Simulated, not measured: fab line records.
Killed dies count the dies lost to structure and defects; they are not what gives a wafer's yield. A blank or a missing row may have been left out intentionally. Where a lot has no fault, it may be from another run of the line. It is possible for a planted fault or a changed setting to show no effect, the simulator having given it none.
fab line records | flow gf180mcu | part 2 of 2: steps 33 to 44 of 44
record: lots: 5 wafers: 15 lastDay: 32
route steps=602 shown STI@8 DNWELL@32 NWELL@42
lots that met no fault: taken from a fault-free run of the same line
startH: hours from the record's opening day to when the first of the lot's shown wafers began | waitH: hours since the lot's step before | " repeats the value in the row above | L1.1+2: a single row standing in for several wafers | - no value present, or no start provided | * or withheld: withheld | < > ~ a bound
route shown NAME@n: a module of which the file shows steps, and the number in the route of the first | usual: mean/standard deviation taken from wafers without a fault | same: alike in all rows | chamber/n: place in a boat | sites: each site's reading | _std_site: standard deviation across them | _edge_site: inner sites' mean taken away from outer sites' mean | radiusMm: for every site, how far away it sits from the centre of the wafer | mask NAME#n: copy n | behind: the last tool/chamber to shape the wafer | hold: what put the lot on hold/how long, in hours/how the hold closed | device: which transistor (n, p or np) failed to switch | end of line: tests of these same wafers at the route's end | a step given without rows: its recipe and nothing more | killed: not the wafer's yield, but the dies lost to structure and defects at the first sort | map: a wafer's dies, marking killed ones x, the rest . and places with no die _
set.NAME: setting as actually run; set.NAME@STEP: the setting as run at that earlier step | model.NAME: the simulator's own value behind a step, which no gauge read
lots at some steps of the route; a table a step, a row a wafer
services: a tool's chamber out of use, with start hour (startH, from the record's first day; less than 0 if before it), hours out, and reason
== steps ==
step: GF_DNWELL_STRIP_08
recipe: chemistry: O2/N2 powerW: 1400 pressureMtorr: 1500 platenTempC: 250 o2FlowSccm: 3000 n2FlowSccm: 300 overashFraction: 0.5
usual: drypumpMotorCurrentA: 5.9/0.39 heaterPowerW: 305/11 oesProductAu: 0.723/0.0049 stripTimeToEndpointS: 36.99/0.094
columns lot.wafer tool chamber startH waitH drypumpMotorCurrentA heaterPowerW oesProductAu rfHoursCounterH stripTimeToEndpointS
L078.3 plasmaAsher-01 1 65.99 0.1 5.5 303 0.721 - 37.04
L078.5 " 1 " " 5.5 299 0.725 - 37.00
L078.6 " 0 " " 6.0 293 0.718 - 36.98
L077.2 plasmaAsher-01 1 66.60 0.1 5.5 303 0.716 42 37.00
L077.3 " 0 " " 6.0 288 0.725 - 37.05
L077.4 " 1 " " 5.5 296 0.720 - 36.96
L079.1 plasmaAsher-01 1 72.91 0.1 5.5 302 0.725 42 36.93
L079.3 " 0 " " 6.0 289 0.725 - 37.07
L079.6 " 1 " " 5.5 300 0.719 - 37.03
L086.1 plasmaAsher-02 1 106.01 0.1 5.8 333 0.721 47 37.24
L086.5 " 1 " " 5.8 337 0.728 - 37.06
L086.6 " 0 " " 5.2 312 0.726 - 37.14
L089.1 plasmaAsher-01 0 128.45 0.1 6.0 292 0.729 49 37.03
L089.2 " 1 " " 5.5 310 0.717 49 36.97
L089.3 " 0 " " 6.0 294 0.723 - 36.96
step: GF_DNWELL_TW_MEAS_09
usual: DNWELL_TW: 1344/19
columns lot.wafer tool chamber startH waitH DNWELL_TW
L078.3 filmMetro-04 - 66.07 0.1 1331
L078.5 " - " " 1324
L078.6 " - " " 1329
L077.2 filmMetro-01 - 66.71 0.1 1342
L077.3 " - " " 1336
L077.4 " - " " 1338
L079.1 filmMetro-04 - 73.01 0.1 1343
L079.3 " - " " 1337
L079.6 " - " " 1336
L086.1 filmMetro-04 - 106.11 0.1 1324
L086.5 " - " " 1317
L086.6 " - " " 1319
L089.1 filmMetro-04 - 128.55 0.1 1336
L089.2 " - " " 1333
L089.3 " - " " 1335
step: GF_NWELL_DEHYDRATE_00
recipe: tempC: 200 timeS: 60
columns lot.wafer tool chamber startH waitH
L078.3+5+6 lithoTrack-01 0 71.74 5.7
L077.2+3+4 lithoTrack-03 0 72.56 5.8
L079.1+3+6 lithoTrack-03 0 79.14 6.1
L086.1+5+6 lithoTrack-03 0 112.73 6.6
L089.1+2+3 lithoTrack-01 0 134.44 5.9
step: GF_NWELL_HMDS_01
recipe: primeTimeS: 60 primeTempC: 120
columns lot.wafer tool chamber startH waitH
L078.3+5+6 lithoTrack-01 0 71.89 0.1
L077.2+3+4 lithoTrack-03 0 72.71 0.1
L079.1+3+6 lithoTrack-03 0 79.29 0.1
L086.1+5+6 lithoTrack-03 0 112.88 0.1
L089.1+2+3 lithoTrack-01 0 134.59 0.1
step: GF_NWELL_COAT_02
recipe: spinRpm: 2000 resistThkNm: 3000
columns lot.wafer tool chamber startH waitH
L078.3+5+6 lithoTrack-01 0 72.04 0.1
L077.2+3+4 lithoTrack-03 0 72.86 0.1
L079.1+3+6 lithoTrack-03 0 79.44 0.1
L086.1+5+6 lithoTrack-03 0 113.03 0.1
L089.1+2+3 lithoTrack-01 0 134.74 0.1
step: GF_NWELL_SOFTBAKE_03
recipe: tempC: 110 timeS: withheld
columns lot.wafer tool chamber startH waitH
L078.3+5+6 lithoTrack-01 0 72.21 0.1
L077.2+3+4 lithoTrack-03 0 73.02 0.1
L079.1+3+6 lithoTrack-03 0 79.59 0.1
L086.1+5+6 lithoTrack-03 0 113.18 0.1
L089.1+2+3 lithoTrack-01 0 134.89 0.1
step: GF_NWELL_EXPOSE_04
recipe: maskId: Nwell targetCdNm: 860 na: 0.6 sourceShape: conventional sigmaOuter: 0.6 doseMj: 260
usual: stageVelMmS: 500.02/0.29
columns lot.wafer tool chamber startH waitH mask stageVelMmS
L078.3 ilineStepper-01 0 - - Nwell#0 500.40
L078.5 " 0 " " Nwell#0 500.36
L078.6 " 0 " " Nwell#0 499.93
L077.2 ilineStepper-02 0 - - Nwell#0 499.70
L077.3 " 0 " " Nwell#0 499.71
L077.4 " 0 " " Nwell#0 499.85
L079.1 ilineStepper-01 0 - - Nwell#0 499.40
L079.3 " 0 " " Nwell#0 499.33
L079.6 " 0 " " Nwell#0 499.11
L086.1 ilineStepper-02 0 - - Nwell#0 500.31
L086.5 " 0 " " Nwell#0 500.40
L086.6 " 0 " " Nwell#0 500.17
L089.1 ilineStepper-01 0 - - Nwell#0 500.17
L089.2 " 0 " " Nwell#0 500.07
L089.3 " 0 " " Nwell#0 500.08
step: GF_NWELL_PEB_05
recipe: tempC: 115 timeS: withheld
columns lot.wafer tool chamber startH waitH
L078.3+5+6 lithoTrack-01 0 - -
L077.2+3+4 lithoTrack-04 0 - -
L079.1+3+6 lithoTrack-03 0 - -
L086.1+5+6 lithoTrack-01 0 - -
L089.1+2+3 lithoTrack-03 0 - -
step: GF_NWELL_DEVELOP_06
recipe: wallAngleDeg: 90 developTimeS: 60 devTempC: 23
columns lot.wafer tool chamber startH waitH
L078.3+5+6 lithoTrack-01 0 - -
L077.2+3+4 lithoTrack-04 0 - -
L079.1+3+6 lithoTrack-03 0 - -
L086.1+5+6 lithoTrack-01 0 - -
L089.1+2+3 lithoTrack-03 0 - -
step: GF_NWELL_OVL_MEAS_07
usual: NWELL_OVL: -0.6/1.5
columns lot.wafer tool chamber startH waitH NWELL_OVL[nm]
L078.3 overlay-02 - 78.75 - 1.0
L078.5 " - " " -0.9
L078.6 " - " " 0.0
L077.2 overlay-02 - 79.61 - -2.4
L077.3 " - " " -1.8
L077.4 " - " " -0.5
L079.1 overlay-02 - 86.59 - 1.2
L079.3 " - " " 1.7
L079.6 " - " " 0.1
L086.1 overlay-01 - 120.04 - -3.2
L086.5 " - " " -1.1
L086.6 " - " " -1.8
L089.1 overlay-01 - 142.73 - 2.0
L089.2 " - " " -0.6
L089.3 " - " " 0.1
step: GF_NWELL_IMPLANT_08
recipe: species: P energyKev: 450 doseCm2: 1.5e+13 tiltDeg: 0
usual: endStationPressureTorr: 5e-06/3e-07
columns lot.wafer tool chamber startH waitH endStationPressureTorr
L078.3 implanter-02 0 78.83 0.1 4.6e-06
L078.5 " 0 " " 4.6e-06
L078.6 " 0 " " 4.7e-06
L077.2 implanter-01 0 79.66 0.0 4.6e-06
L077.3 " 0 " " 4.7e-06
L077.4 " 0 " " 5.3e-06
L079.1 implanter-04 0 86.62 0.0 4.9e-06
L079.3 " 0 " " 5.1e-06
L079.6 " 0 " " 5.2e-06
L086.1 implanter-02 0 120.08 0.0 5.7e-06
L086.5 " 0 " " 4.9e-06
L086.6 " 0 " " 4.9e-06
L089.1 implanter-01 0 142.77 0.0 4.5e-06
L089.2 " 0 " " 5e-06
L089.3 " 0 " " 5e-06
step: GF_NWELL_IMPLANT_09
recipe: species: P energyKev: 160 doseCm2: 4e+12 tiltDeg: 0
usual: endStationPressureTorr: 5.05e-06/2.7e-07
columns lot.wafer tool chamber startH waitH endStationPressureTorr
L078.3 implanter-02 0 78.98 0.1 5.15e-06
L078.5 " 0 " " 5.5e-06
L078.6 " 0 " " 4.56e-06
L077.2 implanter-01 0 79.81 0.1 4.88e-06
L077.3 " 0 " " 5.38e-06
L077.4 " 0 " " 5.35e-06
L079.1 implanter-04 0 86.77 0.1 4.94e-06
L079.3 " 0 " " 4.77e-06
L079.6 " 0 " " 4.99e-06
L086.1 implanter-02 0 120.23 0.1 5.06e-06
L086.5 " 0 " " 4.89e-06
L086.6 " 0 " " 5.05e-06
L089.1 implanter-01 0 142.92 0.1 5.3e-06
L089.2 " 0 " " 5.2e-06
L089.3 " 0 " " 4.72e-06
== services ==
columns tool chamber startH hours kind
furnace-02 - 17.61 16.3 repair
hdpcvd-01 2 22.45 23.7 repair
implanter-03 - 25.72 4.5 repair
hdpcvd-01 1 26.18 3.6 repair
cmp-01 - 33.35 4.3 repair
furnace-02 - 34.16 9.9 repair
implanter-02 - 37.64 1.1 repair
implanter-01 - 40.22 4.5 pm
plasmaAsher-01 - 41.86 1.2 repair
ilineStepper-01 - 43.04 8.9 pm
furnace-01 - 45.15 2.8 pm
implanter-01 - 47.62 4.0 repair
ilineStepper-01 - 51.93 1.7 pm
krfScanner-01 - 61.12 0.8 pm
ilineStepper-02 - 62.23 1.7 pm
cmp-01 - 64.00 4.0 pm
rieDiel-01 0 73.81 4.0 repair
krfScanner-01 - 75.13 0.6 repair
hdpcvd-01 - 100.56 0.3 repair
implanter-03 - 120.88 6.0 repair
wetBench-02 - 121.12 0.5 repair
furnace-01 - 130.96 4.3 pm
implanter-03 - 132.76 1.7 repair
furnace-01 - 133.36 24.9 repair
